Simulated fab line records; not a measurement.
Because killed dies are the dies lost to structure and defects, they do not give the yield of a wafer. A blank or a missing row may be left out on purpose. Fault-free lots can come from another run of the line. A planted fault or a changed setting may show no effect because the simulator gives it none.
Chamber matching -- flow sky130 -- SKY_VIA2_ETCH_14 on rie-diel-03: 4 sister chambers
The step etches BARC in N2/H2, stops on SiO2, time 45.9 s, target depth 60 nm. 4 wafers are shown with their chamber, then 8 later ones without.

WAFERS PAIRED WITH THEIR CHAMBERS
wafer,chamber,drypump-motor-current-A (A)
L075.1,2,5.9
L083.2,1,5.9
L088.3,0,5.3
L090.2,3,6.2

WAFERS WITH NO CHAMBER GIVEN
wafer,drypump-motor-current-A (A)
L090.4,5.2
L090.5,5.3
L093.1,5.9
L093.2,6.0
L093.3,5.3
L097.2,5.9
L097.4,5.2
L097.5,5.9

THE CHAMBER EACH PASSED THROUGH
wafer,from the rows above,in truth
L090.4,0,0
L090.5,0,0
L093.1,can't be placed: 1 or 2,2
L093.2,can't be placed: 1 or 2 or 3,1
L093.3,0,0
L097.2,can't be placed: 1 or 2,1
L097.4,0,0
L097.5,can't be placed: 1 or 2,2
Correct placement for 4 of the 8. Not placeable from these rows: 4 (in 4, the candidates include the true chamber). Placed wrongly: 0.
How it was worked out, from the rows above alone: a wafer's distance from a chamber is the root of the sum, over the readings, of the square of ((its reading less the chamber's mean) divided by the reading's scatter). If the next closest chamber is less than 2 further off than the closest, the wafer can't be placed; otherwise it belongs to the closest. For every chamber, the mean is computed from those of its wafers that are shown. The scatter: with one shown wafer a chamber, the root of the mean of the squares of how far each hidden wafer lies from its nearest shown one.
